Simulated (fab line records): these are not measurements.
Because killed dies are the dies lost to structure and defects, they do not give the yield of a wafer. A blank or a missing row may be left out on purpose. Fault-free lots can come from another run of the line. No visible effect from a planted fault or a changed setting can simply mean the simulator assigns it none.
fab line records :: flow sky130
record
  lots=12
  wafers=35
  lastDay=51
route steps=708 shown GATE_OXIDE@197 LDD_N@244 LDD_P@266 METAL1@435 PAD_OPEN@708
lots untouched by any fault: they come from a run of this same line in which no faults occurred
startH: start of the lot's first displayed wafer, in hours after the record's first day :: waitH: how many hours have passed since the lot's step before this one :: " the same as in the row above :: L1.1+2: a single row standing in for several wafers :: - value missing, or start not given :: * or withheld: withheld :: < > ~ a bound
route shown NAME@n: NAME is a module with steps in the file, n the number in the route of the first one :: usual: average and standard deviation across the fault-free wafers :: same: alike in all rows :: chamber/n: place in a boat :: sites: readings site by site :: _std_site: their standard deviation :: _edge_site: outer sites' mean less inner sites' :: radiusMm: how far each site lies from the wafer's centre :: mask NAME#n: copy n :: behind: the last tool/chamber to shape the wafer :: hold: cause of the lot's hold/its duration in hours/its outcome :: device: which transistor (n, p or np) failed to switch :: end of line: at the end of the route, the tests of the same wafers :: step lacking rows: just its recipe :: killed: dies lost to structure and defects at the first sort, not the wafer's yield :: map: shows each die of a wafer: x if killed, . if not, _ if none is there
set.NAME: setting as actually run; set.NAME@STEP: the setting as run at that earlier step :: model.NAME: the simulator's own value behind a step, which no gauge read
steps of the route over a sample of lots; a table a step, a row a wafer
services: from which hour (startH, from the record's first day; less than 0 if before it) a tool's chamber was out of use, for how many hours, and why
## steps
# step SKY_GATE_OXIDE_OVL_MEAS_10
# usual
  GATE_OXIDE_OVL=0.6/1.4
lot.wafer: L645.2
tool: overlay-01
chamber: -
startH: 325.70
waitH: 0.1
GATE_OXIDE_OVL[nm]: 1.9

lot.wafer: L645.5
tool: overlay-01
chamber: -
startH: 325.70
waitH: 0.1
GATE_OXIDE_OVL[nm]: 2.5

lot.wafer: L645.6
tool: overlay-01
chamber: -
startH: 325.70
waitH: 0.1
GATE_OXIDE_OVL[nm]: 1.9

lot.wafer: L647.1
tool: overlay-01
chamber: -
startH: 335.62
waitH: 0.1
GATE_OXIDE_OVL[nm]: -0.5

lot.wafer: L647.5
tool: overlay-01
chamber: -
startH: 335.62
waitH: 0.1
GATE_OXIDE_OVL[nm]: -1.5

lot.wafer: L647.6
tool: overlay-01
chamber: -
startH: 335.62
waitH: 0.1
GATE_OXIDE_OVL[nm]: -1.2

lot.wafer: L646.1
tool: overlay-01
chamber: -
startH: 335.96
waitH: 0.1
GATE_OXIDE_OVL[nm]: 1.0

lot.wafer: L646.3
tool: overlay-01
chamber: -
startH: 335.96
waitH: 0.1
GATE_OXIDE_OVL[nm]: 2.0

lot.wafer: L646.5
tool: overlay-01
chamber: -
startH: 335.96
waitH: 0.1
GATE_OXIDE_OVL[nm]: 2.5

lot.wafer: L648.3
tool: overlay-01
chamber: -
startH: 344.53
waitH: 0.1
GATE_OXIDE_OVL[nm]: 0.6

lot.wafer: L648.5
tool: overlay-01
chamber: -
startH: 344.53
waitH: 0.1
GATE_OXIDE_OVL[nm]: 1.5

lot.wafer: L648.6
tool: overlay-01
chamber: -
startH: 344.53
waitH: 0.1
GATE_OXIDE_OVL[nm]: -0.6

lot.wafer: L649.1
tool: overlay-01
chamber: -
startH: 351.42
waitH: 0.1
GATE_OXIDE_OVL[nm]: 1.7

lot.wafer: L649.4
tool: overlay-01
chamber: -
startH: 351.42
waitH: 0.1
GATE_OXIDE_OVL[nm]: 3.6

lot.wafer: L649.5
tool: overlay-01
chamber: -
startH: 351.42
waitH: 0.1
GATE_OXIDE_OVL[nm]: 3.4

lot.wafer: L650.1
tool: overlay-01
chamber: -
startH: 360.16
waitH: 0.1
GATE_OXIDE_OVL[nm]: -0.4

lot.wafer: L650.2
tool: overlay-01
chamber: -
startH: 360.16
waitH: 0.1
GATE_OXIDE_OVL[nm]: 2.2

lot.wafer: L650.3
tool: overlay-01
chamber: -
startH: 360.16
waitH: 0.1
GATE_OXIDE_OVL[nm]: 0.1

lot.wafer: L651.1
tool: overlay-02
chamber: -
startH: 366.01
waitH: 0.1
GATE_OXIDE_OVL[nm]: 0.4

lot.wafer: L651.3
tool: overlay-02
chamber: -
startH: 366.01
waitH: 0.1
GATE_OXIDE_OVL[nm]: -0.5

lot.wafer: L651.4
tool: overlay-02
chamber: -
startH: 366.01
waitH: 0.1
GATE_OXIDE_OVL[nm]: -0.1

lot.wafer: L652.1
tool: overlay-01
chamber: -
startH: 381.29
waitH: 0.1
GATE_OXIDE_OVL[nm]: -0.2

lot.wafer: L652.2
tool: overlay-01
chamber: -
startH: 381.29
waitH: 0.1
GATE_OXIDE_OVL[nm]: -0.7

lot.wafer: L652.3
tool: overlay-01
chamber: -
startH: 381.29
waitH: 0.1
GATE_OXIDE_OVL[nm]: 0.8

lot.wafer: L655.3
tool: overlay-01
chamber: -
startH: 409.03
waitH: 0.1
GATE_OXIDE_OVL[nm]: 1.8

lot.wafer: L655.4
tool: overlay-01
chamber: -
startH: 409.03
waitH: 0.1
GATE_OXIDE_OVL[nm]: -0.9

lot.wafer: L655.5
tool: overlay-01
chamber: -
startH: 409.03
waitH: 0.1
GATE_OXIDE_OVL[nm]: -0.1

lot.wafer: L662.1
tool: overlay-02
chamber: -
startH: 461.09
waitH: 0.1
GATE_OXIDE_OVL[nm]: 0.8

lot.wafer: L662.5
tool: overlay-02
chamber: -
startH: 461.09
waitH: 0.1
GATE_OXIDE_OVL[nm]: 2.5

lot.wafer: L666.2
tool: overlay-01
chamber: -
startH: 497.37
waitH: 0.1
GATE_OXIDE_OVL[nm]: 2.3

lot.wafer: L666.3
tool: overlay-01
chamber: -
startH: 497.37
waitH: 0.1
GATE_OXIDE_OVL[nm]: 1.1

lot.wafer: L666.6
tool: overlay-01
chamber: -
startH: 497.37
waitH: 0.1
GATE_OXIDE_OVL[nm]: 0.4

lot.wafer: L668.1
tool: overlay-01
chamber: -
startH: 512.22
waitH: 0.1
GATE_OXIDE_OVL[nm]: 1.7

lot.wafer: L668.3
tool: overlay-01
chamber: -
startH: 512.22
waitH: 0.1
GATE_OXIDE_OVL[nm]: 0.1

lot.wafer: L668.5
tool: overlay-01
chamber: -
startH: 512.22
waitH: 0.1
GATE_OXIDE_OVL[nm]: -0.8
# step SKY_LDD_N_OVL_MEAS_07
# usual
  LDD_N_OVL=-0.9/1.3
lot.wafer: L645.2
tool: overlay-01
chamber: -
startH: 420.37
waitH: 0.1
LDD_N_OVL[nm]: -0.7

lot.wafer: L645.5
tool: overlay-01
chamber: -
startH: 420.37
waitH: 0.1
LDD_N_OVL[nm]: -0.3

lot.wafer: L645.6
tool: overlay-01
chamber: -
startH: 420.37
waitH: 0.1
LDD_N_OVL[nm]: -0.5

lot.wafer: L646.1
tool: overlay-01
chamber: -
startH: 435.36
waitH: 0.1
LDD_N_OVL[nm]: 0.6

lot.wafer: L646.3
tool: overlay-01
chamber: -
startH: 435.36
waitH: 0.1
LDD_N_OVL[nm]: 1.0

lot.wafer: L646.5
tool: overlay-01
chamber: -
startH: 435.36
waitH: 0.1
LDD_N_OVL[nm]: -1.0

lot.wafer: L647.1
tool: overlay-02
chamber: -
startH: 436.61
waitH: 0.1
LDD_N_OVL[nm]: 0.4

lot.wafer: L647.5
tool: overlay-02
chamber: -
startH: 436.61
waitH: 0.1
LDD_N_OVL[nm]: -0.1

lot.wafer: L647.6
tool: overlay-02
chamber: -
startH: 436.61
waitH: 0.1
LDD_N_OVL[nm]: 1.2

lot.wafer: L648.3
tool: overlay-02
chamber: -
startH: 443.48
waitH: 0.1
LDD_N_OVL[nm]: 0.7

lot.wafer: L648.5
tool: overlay-02
chamber: -
startH: 443.48
waitH: 0.1
LDD_N_OVL[nm]: 0.2

lot.wafer: L648.6
tool: overlay-02
chamber: -
startH: 443.48
waitH: 0.1
LDD_N_OVL[nm]: 0.0

lot.wafer: L649.1
tool: overlay-02
chamber: -
startH: 452.07
waitH: 0.1
LDD_N_OVL[nm]: 0.3

lot.wafer: L649.4
tool: overlay-02
chamber: -
startH: 452.07
waitH: 0.1
LDD_N_OVL[nm]: -1.8

lot.wafer: L649.5
tool: overlay-02
chamber: -
startH: 452.07
waitH: 0.1
LDD_N_OVL[nm]: -2.1

lot.wafer: L650.1
tool: overlay-01
chamber: -
startH: 460.97
waitH: 0.1
LDD_N_OVL[nm]: -2.2

lot.wafer: L650.2
tool: overlay-01
chamber: -
startH: 460.97
waitH: 0.1
LDD_N_OVL[nm]: -1.1

lot.wafer: L650.3
tool: overlay-01
chamber: -
startH: 460.97
waitH: 0.1
LDD_N_OVL[nm]: -2.0

lot.wafer: L651.1
tool: overlay-02
chamber: -
startH: 465.67
waitH: 0.1
LDD_N_OVL[nm]: -0.1

lot.wafer: L651.3
tool: overlay-02
chamber: -
startH: 465.67
waitH: 0.1
LDD_N_OVL[nm]: 0.0

lot.wafer: L651.4
tool: overlay-02
chamber: -
startH: 465.67
waitH: 0.1
LDD_N_OVL[nm]: 0.0

lot.wafer: L652.1
tool: overlay-02
chamber: -
startH: 481.16
waitH: 0.1
LDD_N_OVL[nm]: -0.3

lot.wafer: L652.2
tool: overlay-02
chamber: -
startH: 481.16
waitH: 0.1
LDD_N_OVL[nm]: -1.7

lot.wafer: L652.3
tool: overlay-02
chamber: -
startH: 481.16
waitH: 0.1
LDD_N_OVL[nm]: -1.3

lot.wafer: L655.3
tool: overlay-01
chamber: -
startH: 509.77
waitH: 0.1
LDD_N_OVL[nm]: -1.1

lot.wafer: L655.4
tool: overlay-01
chamber: -
startH: 509.77
waitH: 0.1
LDD_N_OVL[nm]: -1.8

lot.wafer: L655.5
tool: overlay-01
chamber: -
startH: 509.77
waitH: 0.1
LDD_N_OVL[nm]: -1.5

lot.wafer: L662.1
tool: overlay-01
chamber: -
startH: 560.05
waitH: 0.1
LDD_N_OVL[nm]: -0.3

lot.wafer: L662.5
tool: overlay-01
chamber: -
startH: 560.05
waitH: 0.1
LDD_N_OVL[nm]: 0.0

lot.wafer: L666.2
tool: overlay-02
chamber: -
startH: 595.12
waitH: 0.1
LDD_N_OVL[nm]: -1.4

lot.wafer: L666.3
tool: overlay-02
chamber: -
startH: 595.12
waitH: 0.1
LDD_N_OVL[nm]: -0.2

lot.wafer: L666.6
tool: overlay-02
chamber: -
startH: 595.12
waitH: 0.1
LDD_N_OVL[nm]: 0.1

lot.wafer: L668.1
tool: overlay-01
chamber: -
startH: 610.36
waitH: 0.1
LDD_N_OVL[nm]: -0.8

lot.wafer: L668.3
tool: overlay-01
chamber: -
startH: 610.36
waitH: 0.1
LDD_N_OVL[nm]: -2.5

lot.wafer: L668.5
tool: overlay-01
chamber: -
startH: 610.36
waitH: 0.1
LDD_N_OVL[nm]: -0.4
# step SKY_LDD_P_TW_MEAS_11
# usual
  LDD_P_TW=638/4
lot.wafer: L645.2
tool: filmMetro-04
chamber: -
startH: 452.78
waitH: 0.1
LDD_P_TW: 635

lot.wafer: L645.5
tool: filmMetro-04
chamber: -
startH: 452.78
waitH: 0.1
LDD_P_TW: 636

lot.wafer: L645.6
tool: filmMetro-04
chamber: -
startH: 452.78
waitH: 0.1
LDD_P_TW: 635

lot.wafer: L646.1
tool: filmMetro-04
chamber: -
startH: 468.17
waitH: 0.1
LDD_P_TW: 636

lot.wafer: L646.3
tool: filmMetro-04
chamber: -
startH: 468.17
waitH: 0.1
LDD_P_TW: 636

lot.wafer: L646.5
tool: filmMetro-04
chamber: -
startH: 468.17
waitH: 0.1
LDD_P_TW: 635

lot.wafer: L647.1
tool: filmMetro-04
chamber: -
startH: 469.27
waitH: 0.1
LDD_P_TW: 640

lot.wafer: L647.5
tool: filmMetro-04
chamber: -
startH: 469.27
waitH: 0.1
LDD_P_TW: 633

lot.wafer: L647.6
tool: filmMetro-04
chamber: -
startH: 469.27
waitH: 0.1
LDD_P_TW: 636

lot.wafer: L648.3
tool: filmMetro-01
chamber: -
startH: 475.92
waitH: 0.1
LDD_P_TW: 635

lot.wafer: L648.5
tool: filmMetro-01
chamber: -
startH: 475.92
waitH: 0.1
LDD_P_TW: 637

lot.wafer: L648.6
tool: filmMetro-01
chamber: -
startH: 475.92
waitH: 0.1
LDD_P_TW: 637

lot.wafer: L649.1
tool: filmMetro-02
chamber: -
startH: 485.77
waitH: 0.1
LDD_P_TW: 642

lot.wafer: L649.4
tool: filmMetro-02
chamber: -
startH: 485.77
waitH: 0.1
LDD_P_TW: 641

lot.wafer: L649.5
tool: filmMetro-02
chamber: -
startH: 485.77
waitH: 0.1
LDD_P_TW: 643

lot.wafer: L650.1
tool: filmMetro-04
chamber: -
startH: 493.40
waitH: 0.1
LDD_P_TW: 635

lot.wafer: L650.2
tool: filmMetro-04
chamber: -
startH: 493.40
waitH: 0.1
LDD_P_TW: 635

lot.wafer: L650.3
tool: filmMetro-04
chamber: -
startH: 493.40
waitH: 0.1
LDD_P_TW: 637

lot.wafer: L651.1
tool: filmMetro-02
chamber: -
startH: 497.60
waitH: 0.1
LDD_P_TW: 640

lot.wafer: L651.3
tool: filmMetro-02
chamber: -
startH: 497.60
waitH: 0.1
LDD_P_TW: 637

lot.wafer: L651.4
tool: filmMetro-02
chamber: -
startH: 497.60
waitH: 0.1
LDD_P_TW: 638

lot.wafer: L652.1
tool: filmMetro-01
chamber: -
startH: 513.22
waitH: 0.1
LDD_P_TW: 636

lot.wafer: L652.2
tool: filmMetro-01
chamber: -
startH: 513.22
waitH: 0.1
LDD_P_TW: 639

lot.wafer: L652.3
tool: filmMetro-01
chamber: -
startH: 513.22
waitH: 0.1
LDD_P_TW: 641

lot.wafer: L655.3
tool: filmMetro-01
chamber: -
startH: 542.37
waitH: 0.1
LDD_P_TW: 638

lot.wafer: L655.4
tool: filmMetro-01
chamber: -
startH: 542.37
waitH: 0.1
LDD_P_TW: 640

lot.wafer: L655.5
tool: filmMetro-01
chamber: -
startH: 542.37
waitH: 0.1
LDD_P_TW: 637

lot.wafer: L662.1
tool: filmMetro-02
chamber: -
startH: 591.92
waitH: 0.1
LDD_P_TW: 640

lot.wafer: L662.5
tool: filmMetro-02
chamber: -
startH: 591.92
waitH: 0.1
LDD_P_TW: 638

lot.wafer: L666.2
tool: filmMetro-02
chamber: -
startH: 626.68
waitH: 0.1
LDD_P_TW: 644

lot.wafer: L666.3
tool: filmMetro-02
chamber: -
startH: 626.68
waitH: 0.1
LDD_P_TW: 648

lot.wafer: L666.6
tool: filmMetro-02
chamber: -
startH: 626.68
waitH: 0.1
LDD_P_TW: 646

lot.wafer: L668.1
tool: filmMetro-02
chamber: -
startH: 642.07
waitH: 0.1
LDD_P_TW: 647

lot.wafer: L668.3
tool: filmMetro-02
chamber: -
startH: 642.07
waitH: 0.1
LDD_P_TW: 646

lot.wafer: L668.5
tool: filmMetro-02
chamber: -
startH: 642.07
waitH: 0.1
LDD_P_TW: 647
# step SKY_METAL1_SPUTTER_01
# recipe
  material=TiN
  targetThkNm=20
  powerW=6500
  timeS=16.7
  chamberPressurePa=0.4
# usual
  throttleValvePct=30.0/1.1
lot.wafer: L645.2
tool: pvdSputter-01
chamber: -
startH: 762.48
waitH: 0.0
throttleValvePct: 30.0

lot.wafer: L645.5
tool: pvdSputter-01
chamber: -
startH: 762.48
waitH: 0.0
throttleValvePct: 30.7

lot.wafer: L645.6
tool: pvdSputter-01
chamber: -
startH: 762.48
waitH: 0.0
throttleValvePct: 30.8

lot.wafer: L646.1
tool: pvdSputter-04
chamber: -
startH: 773.96
waitH: 0.0
throttleValvePct: 31.8

lot.wafer: L646.3
tool: pvdSputter-04
chamber: -
startH: 773.96
waitH: 0.0
throttleValvePct: 28.6

lot.wafer: L646.5
tool: pvdSputter-04
chamber: -
startH: 773.96
waitH: 0.0
throttleValvePct: 30.6

lot.wafer: L647.1
tool: pvdSputter-03
chamber: -
startH: 774.91
waitH: 0.0
throttleValvePct: 29.5

lot.wafer: L647.5
tool: pvdSputter-03
chamber: -
startH: 774.91
waitH: 0.0
throttleValvePct: 29.6

lot.wafer: L647.6
tool: pvdSputter-03
chamber: -
startH: 774.91
waitH: 0.0
throttleValvePct: 29.8

lot.wafer: L648.3
tool: pvdSputter-01
chamber: -
startH: 782.11
waitH: 0.0
throttleValvePct: 28.1

lot.wafer: L648.5
tool: pvdSputter-01
chamber: -
startH: 782.11
waitH: 0.0
throttleValvePct: 30.8

lot.wafer: L648.6
tool: pvdSputter-01
chamber: -
startH: 782.11
waitH: 0.0
throttleValvePct: 28.0

lot.wafer: L649.1
tool: pvdSputter-01
chamber: -
startH: 790.64
waitH: 0.0
throttleValvePct: 30.8

lot.wafer: L649.4
tool: pvdSputter-01
chamber: -
startH: 790.64
waitH: 0.0
throttleValvePct: 28.3

lot.wafer: L649.5
tool: pvdSputter-01
chamber: -
startH: 790.64
waitH: 0.0
throttleValvePct: 30.7

lot.wafer: L650.1
tool: pvdSputter-03
chamber: -
startH: 794.70
waitH: 0.0
throttleValvePct: 31.3

lot.wafer: L650.2
tool: pvdSputter-03
chamber: -
startH: 794.70
waitH: 0.0
throttleValvePct: 28.2

lot.wafer: L650.3
tool: pvdSputter-03
chamber: -
startH: 794.70
waitH: 0.0
throttleValvePct: 29.7

lot.wafer: L651.1
tool: pvdSputter-04
chamber: -
startH: 800.22
waitH: 0.0
throttleValvePct: 28.5

lot.wafer: L651.3
tool: pvdSputter-04
chamber: -
startH: 800.22
waitH: 0.0
throttleValvePct: 30.7

lot.wafer: L651.4
tool: pvdSputter-04
chamber: -
startH: 800.22
waitH: 0.0
throttleValvePct: 30.6

lot.wafer: L652.1
tool: pvdSputter-01
chamber: -
startH: 812.90
waitH: 0.0
throttleValvePct: 30.2

lot.wafer: L652.2
tool: pvdSputter-01
chamber: -
startH: 812.90
waitH: 0.0
throttleValvePct: 31.0

lot.wafer: L652.3
tool: pvdSputter-01
chamber: -
startH: 812.90
waitH: 0.0
throttleValvePct: 31.0

lot.wafer: L655.3
tool: pvdSputter-04
chamber: -
startH: 837.75
waitH: 0.0
throttleValvePct: 30.8

lot.wafer: L655.4
tool: pvdSputter-04
chamber: -
startH: 837.75
waitH: 0.0
throttleValvePct: 31.7

lot.wafer: L655.5
tool: pvdSputter-04
chamber: -
startH: 837.75
waitH: 0.0
throttleValvePct: 31.6

lot.wafer: L662.1
tool: pvdSputter-01
chamber: -
startH: 883.12
waitH: 0.0
throttleValvePct: 28.0

lot.wafer: L662.5
tool: pvdSputter-01
chamber: -
startH: 883.12
waitH: 0.0
throttleValvePct: 30.2

lot.wafer: L666.2
tool: pvdSputter-03
chamber: -
startH: 912.20
waitH: 0.0
throttleValvePct: 28.4

lot.wafer: L666.3
tool: pvdSputter-03
chamber: -
startH: 912.20
waitH: 0.0
throttleValvePct: 29.5

lot.wafer: L666.6
tool: pvdSputter-03
chamber: -
startH: 912.20
waitH: 0.0
throttleValvePct: 31.4

lot.wafer: L668.1
tool: pvdSputter-04
chamber: -
startH: 926.96
waitH: 0.0
throttleValvePct: 30.6

lot.wafer: L668.3
tool: pvdSputter-04
chamber: -
startH: 926.96
waitH: 0.0
throttleValvePct: 28.7

lot.wafer: L668.5
tool: pvdSputter-04
chamber: -
startH: 926.96
waitH: 0.0
throttleValvePct: 30.5
# step SKY_METAL1_RS_MEAS_05
# recipe
  thkMeasGauge=four-point-probe
  reads=TiN_of_METAL1_SPUTTER_04+Ti_of_METAL1_SPUTTER_03+AlCu_of_METAL1_SPUTTER_02+TiN_of_METAL1_SPUTTER_01+Ti_of_METAL1_SPUTTER_00
# usual
  METAL1_ALCU_RS=0.1259/0.0012
lot.wafer: L645.2
tool: filmMetro-04
chamber: -
startH: 762.62
waitH: 0.0
hold: -
METAL1_ALCU_RS[ohm/sq]: 0.1278

lot.wafer: L645.5
tool: filmMetro-04
chamber: -
startH: 762.62
waitH: 0.0
hold: -
METAL1_ALCU_RS[ohm/sq]: 0.1280

lot.wafer: L645.6
tool: filmMetro-04
chamber: -
startH: 762.62
waitH: 0.0
hold: -
METAL1_ALCU_RS[ohm/sq]: 0.1262

lot.wafer: L646.1
tool: filmMetro-01
chamber: -
startH: 774.08
waitH: 0.0
hold: -
METAL1_ALCU_RS[ohm/sq]: 0.1249

lot.wafer: L646.3
tool: filmMetro-01
chamber: -
startH: 774.08
waitH: 0.0
hold: -
METAL1_ALCU_RS[ohm/sq]: 0.1263

lot.wafer: L646.5
tool: filmMetro-01
chamber: -
startH: 774.08
waitH: 0.0
hold: -
METAL1_ALCU_RS[ohm/sq]: 0.1263

lot.wafer: L647.1
tool: filmMetro-02
chamber: -
startH: 775.03
waitH: 0.0
hold: -
METAL1_ALCU_RS[ohm/sq]: 0.1240

lot.wafer: L647.5
tool: filmMetro-02
chamber: -
startH: 775.03
waitH: 0.0
hold: -
METAL1_ALCU_RS[ohm/sq]: 0.1246

lot.wafer: L647.6
tool: filmMetro-02
chamber: -
startH: 775.03
waitH: 0.0
hold: -
METAL1_ALCU_RS[ohm/sq]: 0.1242

lot.wafer: L648.3
tool: filmMetro-01
chamber: -
startH: 782.27
waitH: 0.1
hold: -
METAL1_ALCU_RS[ohm/sq]: 0.1262

lot.wafer: L648.5
tool: filmMetro-01
chamber: -
startH: 782.27
waitH: 0.1
hold: -
METAL1_ALCU_RS[ohm/sq]: 0.1273

lot.wafer: L648.6
tool: filmMetro-01
chamber: -
startH: 782.27
waitH: 0.1
hold: -
METAL1_ALCU_RS[ohm/sq]: 0.1265

lot.wafer: L649.1
tool: filmMetro-02
chamber: -
startH: 790.76
waitH: 0.0
hold: -
METAL1_ALCU_RS[ohm/sq]: 0.1275

lot.wafer: L649.4
tool: filmMetro-02
chamber: -
startH: 790.76
waitH: 0.0
hold: -
METAL1_ALCU_RS[ohm/sq]: 0.1272

lot.wafer: L649.5
tool: filmMetro-02
chamber: -
startH: 790.76
waitH: 0.0
hold: -
METAL1_ALCU_RS[ohm/sq]: 0.1277

lot.wafer: L650.1
tool: filmMetro-01
chamber: -
startH: 794.82
waitH: 0.0
hold: -
METAL1_ALCU_RS[ohm/sq]: 0.1252

lot.wafer: L650.2
tool: filmMetro-01
chamber: -
startH: 794.82
waitH: 0.0
hold: -
METAL1_ALCU_RS[ohm/sq]: 0.1249

lot.wafer: L650.3
tool: filmMetro-01
chamber: -
startH: 794.82
waitH: 0.0
hold: -
METAL1_ALCU_RS[ohm/sq]: 0.1249

lot.wafer: L651.1
tool: filmMetro-04
chamber: -
startH: 800.34
waitH: 0.0
hold: -
METAL1_ALCU_RS[ohm/sq]: 0.1259

lot.wafer: L651.3
tool: filmMetro-04
chamber: -
startH: 800.34
waitH: 0.0
hold: -
METAL1_ALCU_RS[ohm/sq]: 0.1261

lot.wafer: L651.4
tool: filmMetro-04
chamber: -
startH: 800.34
waitH: 0.0
hold: -
METAL1_ALCU_RS[ohm/sq]: 0.1263

lot.wafer: L652.1
tool: filmMetro-04
chamber: -
startH: 813.02
waitH: 0.0
hold: -
METAL1_ALCU_RS[ohm/sq]: 0.1257

lot.wafer: L652.2
tool: filmMetro-04
chamber: -
startH: 813.02
waitH: 0.0
hold: -
METAL1_ALCU_RS[ohm/sq]: 0.1250

lot.wafer: L652.3
tool: filmMetro-04
chamber: -
startH: 813.02
waitH: 0.0
hold: -
METAL1_ALCU_RS[ohm/sq]: 0.1251

lot.wafer: L655.3
tool: filmMetro-02
chamber: -
startH: 837.91
waitH: 0.1
hold: -
METAL1_ALCU_RS[ohm/sq]: 0.1278

lot.wafer: L655.4
tool: filmMetro-02
chamber: -
startH: 837.91
waitH: 0.1
hold: -
METAL1_ALCU_RS[ohm/sq]: 0.1253

lot.wafer: L655.5
tool: filmMetro-02
chamber: -
startH: 837.91
waitH: 0.1
hold: -
METAL1_ALCU_RS[ohm/sq]: 0.1257

lot.wafer: L662.1
tool: filmMetro-01
chamber: -
startH: 883.24
waitH: 0.0
hold: awaitDispo/0.2h/release
METAL1_ALCU_RS[ohm/sq]: 0.1260

lot.wafer: L662.5
tool: filmMetro-01
chamber: -
startH: 883.24
waitH: 0.0
hold: awaitDispo/0.2h/release
METAL1_ALCU_RS[ohm/sq]: 0.1263

lot.wafer: L662.1
tool: filmMetro-01
chamber: -
startH: 883.53
waitH: 0.3
hold: -
METAL1_ALCU_RS[ohm/sq]: 0.1260

lot.wafer: L662.5
tool: filmMetro-01
chamber: -
startH: 883.53
waitH: 0.3
hold: -
METAL1_ALCU_RS[ohm/sq]: 0.1262

lot.wafer: L666.2
tool: filmMetro-02
chamber: -
startH: 912.34
waitH: 0.0
hold: -
METAL1_ALCU_RS[ohm/sq]: 0.1279

lot.wafer: L666.3
tool: filmMetro-02
chamber: -
startH: 912.34
waitH: 0.0
hold: -
METAL1_ALCU_RS[ohm/sq]: 0.1274

lot.wafer: L666.6
tool: filmMetro-02
chamber: -
startH: 912.34
waitH: 0.0
hold: -
METAL1_ALCU_RS[ohm/sq]: 0.1281

lot.wafer: L668.1
tool: filmMetro-04
chamber: -
startH: 927.08
waitH: 0.0
hold: -
METAL1_ALCU_RS[ohm/sq]: 0.1251

lot.wafer: L668.3
tool: filmMetro-04
chamber: -
startH: 927.08
waitH: 0.0
hold: -
METAL1_ALCU_RS[ohm/sq]: 0.1247

lot.wafer: L668.5
tool: filmMetro-04
chamber: -
startH: 927.08
waitH: 0.0
hold: -
METAL1_ALCU_RS[ohm/sq]: 0.1238
# step SKY_PAD_OPEN_PROBE_99
# usual
  defectLimitedYield=82.3/1.8
  killed_at_M0_to_M3=43/6.9
  killed_at_M4_up=3.2/1.6
  killedAtContacts=25/5.1
  killedAtFrontEnd=16/4.5
  killedAtOther=0.3/0.68
  killedDies=87/8.9
  killedOpen=48/6.9
  killedShort=39/6.3
  sort_bin_3_pad_short=0.8/0.4
  sort_bin_5_function=10.5/1.4
  sort_bin_6_memory=6.4/1.1
  sortNPass=405/8.9
  sortYieldPct=82.3/1.8
# same
  grossDies=492
  killedAtBackSide=0
  sort_bin_4_leakage[%]=0
  sort_bin_8_speed[%]=0
lot.wafer: L662.5
tool: prober-01
chamber: -
startH: 1191.09
waitH: 0.2
defectLimitedYield[%]: 83.7
killed_at_M0_to_M3: 39
killed_at_M4_up: 4
killedAtContacts: 26
killedAtFrontEnd: 11
killedAtOther: 0
killedDies: 80
killedOpen: 44
killedShort: 35
sort_bin_3_pad_short[%]: 0.8
sort_bin_5_function[%]: 10.4
sort_bin_6_memory[%]: 5.1
sortNPass: 412
sortYieldPct[%]: 83.7
# killed by level:class
L662.5 VIA3:geometricParticle:open=11 CONTACT:geometricParticle:short=10 VIA1:geometricParticle:open=9 LI_CONTACT:geometricParticle:open=7 CONTACT:geometricParticle:open=5 VIA2:geometricParticle:open=4 METAL4:geometricParticle:short=4 FIELD_ISO:geometricParticle:open=3
## services
tool: pvdSputter-04
chamber: -
startH: 867.48
hours: 2.8
kind: repair
## key
firstSign
  step=SKY_METAL1_RS_MEAS_05
  reading=visit
  direction=added
effect none on later readings
metAt SKY_METAL1_SPUTTER_01
struckLots L662
struckWafers L662.5
notActingAt SKY_GATE_OXIDE_OVL_MEAS_10,SKY_LDD_N_OVL_MEAS_07,SKY_LDD_P_TW_MEAS_11
onsetBetween 812.90 883.12
fault
  kind=processParameterDrift
  tool=pvdSputter-01
  chamber=-
  onsetH=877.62
  steps=SKY_METAL1_SPUTTER_01
  channel=targetThkNm
  offset=11.729
  shape=step
  endH=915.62
  scope=struckWafersOnly
  actsIn=theseRecipesOnly
  stated=20
